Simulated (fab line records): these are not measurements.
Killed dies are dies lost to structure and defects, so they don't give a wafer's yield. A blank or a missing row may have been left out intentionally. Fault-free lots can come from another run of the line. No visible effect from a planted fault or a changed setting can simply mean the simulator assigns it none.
Which tool is to blame? / flow sky130 / 7 lots with 21 wafers sampled at 4 steps, on a route of 708 steps

== WHAT THE GAUGES READ, wafer by wafer ==
SKY_VIA4_BOW_MEAS_03.
lot=L558; measured=day 42 06:31; on=film_metro-03; VIA4_BOW (um)=80 79 73
lot=L562; measured=day 43 05:59; on=film_metro-03; VIA4_BOW (um)=81 85 72
lot=L564; measured=day 43 23:43; on=film_metro-02; VIA4_BOW (um)=73 84 83
lot=L567; measured=day 44 14:21; on=film_metro-02; VIA4_BOW (um)=72 76 67
lot=L568; measured=day 44 23:59; on=film_metro-02; VIA4_BOW (um)=78 92 79
lot=L579; measured=day 47 10:11; on=film_metro-03; VIA4_BOW (um)=74 85 66

== WHICH TOOL RAN EACH LOT (tool, then ch and the chambers of the sampled wafers, then the start) ==
lot=L558; SKY_METAL3_SPUTTER_00=pvd_sputter-01, day 36 17:53; SKY_METAL3_DESCUM_15=rie_metal-02 ch 0, day 38 22:46; SKY_METAL4_STRIP_19=plasma_asher-01 ch 0,1, day 42 05:21
lot=L562; SKY_METAL3_SPUTTER_00=pvd_sputter-04, day 37 20:47; SKY_METAL3_DESCUM_15=rie_metal-02 ch 0,1, day 40 00:07; SKY_METAL4_STRIP_19=plasma_asher-03 ch 0,1, day 43 04:52
lot=L564; SKY_METAL3_SPUTTER_00=pvd_sputter-03, day 38 16:04; SKY_METAL3_DESCUM_15=rie_metal-01 ch 0,1, day 40 19:04; SKY_METAL4_STRIP_19=plasma_asher-04 ch 0,1, day 43 22:32
lot=L567; SKY_METAL3_SPUTTER_00=pvd_sputter-04, day 39 08:44; SKY_METAL3_DESCUM_15=rie_metal-02 ch 0,1, day 41 11:34; SKY_METAL4_STRIP_19=plasma_asher-04 ch 0,1, day 44 13:08
lot=L568; SKY_METAL3_SPUTTER_00=pvd_sputter-01, day 39 21:29; SKY_METAL3_DESCUM_15=rie_metal-02 ch 0,1, day 41 22:33; SKY_METAL4_STRIP_19=plasma_asher-04 ch 0,1, day 44 22:52
lot=L574; SKY_METAL3_SPUTTER_00=pvd_sputter-03, day 41 08:28; SKY_METAL3_DESCUM_15=rie_metal-02 ch 0,1, day 43 08:58; SKY_METAL4_STRIP_19=plasma_asher-03 ch 0,1, day 46 06:22
lot=L579; SKY_METAL3_SPUTTER_00=pvd_sputter-01, day 42 15:57; SKY_METAL3_DESCUM_15=rie_metal-02 ch 0,1, day 44 14:22; SKY_METAL4_STRIP_19=plasma_asher-03 ch 0,1, day 47 08:59
- SKY_METAL3_SPUTTER_00: material Ti, target thk 15 nm, time 10 s.
- SKY_METAL3_DESCUM_15: chemistry O2, time 8 s.
- SKY_METAL4_STRIP_19: strips in O2/N2.

== THE ANSWER, worked out from the rows above alone ==
Rule: what is usual is taken from the lots themselves. Put in order of their means at a reading, lots are off if they are a third of the lots or fewer, leave a main group of 4 or more, and stand apart from it by a gap of 3 or more times the standard deviation of the main group's means; of several such gaps the widest counts. Not used: any main group whose means are identical at the precision the tables above print for the reading. A lot without any number at a reading at which 4 lots or more have one is off too. The other lots that the step has rows for count as sound.
None of the lots is off at any reading shown; this tells nothing.

== WHAT THE SIMULATOR PUT IN ==
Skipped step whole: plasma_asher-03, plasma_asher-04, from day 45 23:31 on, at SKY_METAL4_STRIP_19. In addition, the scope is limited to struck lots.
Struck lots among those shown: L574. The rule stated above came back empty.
